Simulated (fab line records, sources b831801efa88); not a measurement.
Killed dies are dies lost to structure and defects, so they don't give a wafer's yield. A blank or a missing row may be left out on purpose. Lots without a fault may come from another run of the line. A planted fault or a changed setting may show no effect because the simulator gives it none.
Chamber matching | flow gf180mcu | GF_V5_ETCH_16 on rie_diel-01: 4 sister chambers
The step etches BARC in N2/H2. 7 wafers are shown with their chamber, then 7 later ones without.

WAFERS WITH THEIR CHAMBER
wafer  | chamber | drypump_motor_current_A (A) | throttle_valve_pct (%)
L401.1 | 2       | 5.8                         | 13.222
L401.5 | 2       | 5.9                         | 13.229
L408.3 | 1       | 6.3                         | 13.213
L408.5 | 0       | 6.7                         | 13.249
L408.6 | 1       | 6.3                         | 13.242
L410.1 | 3       | 6.3                         | 13.217
L410.2 | 0       | 6.6                         | 13.219

WAFERS WITHOUT THEIR CHAMBER
wafer  | drypump_motor_current_A (A) | throttle_valve_pct (%)
L410.3 | 5.9                         | 13.240
L411.2 | 6.6                         | 13.221
L411.4 | 6.3                         | 13.225
L411.5 | 6.2                         | 13.225
L418.1 | 6.2                         | 13.223
L418.3 | 6.3                         | 13.218
L418.6 | 6.3                         | 13.220

WHICH CHAMBER EACH WENT THROUGH
wafer  | from the rows above     | in truth
L410.3 | 2                       | 2
L411.2 | 0                       | 0
L411.4 | can't be placed: 1 or 3 | 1
L411.5 | can't be placed: 1 or 3 | 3
L418.1 | can't be placed: 1 or 3 | 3
L418.3 | can't be placed: 3 or 1 | 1
L418.6 | can't be placed: 3 or 1 | 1
Placed correctly: 2 of 7. Can't be placed from these rows: 5 (the true chamber is among the candidates in 5). Placed wrongly: 0.
How it was worked out, from the rows above alone: a wafer's distance from a chamber is the root of the sum, over the readings, of the square of ((its reading less the chamber's mean) divided by the reading's scatter). The wafer belongs to the nearest chamber; if the next one is less than 2 further off, it can't be placed. A chamber's mean is the mean of its shown wafers. The scatter: the root of (the sum of the squares of (reading less its chamber's mean) over the shown wafers, divided by (wafers less chambers)).
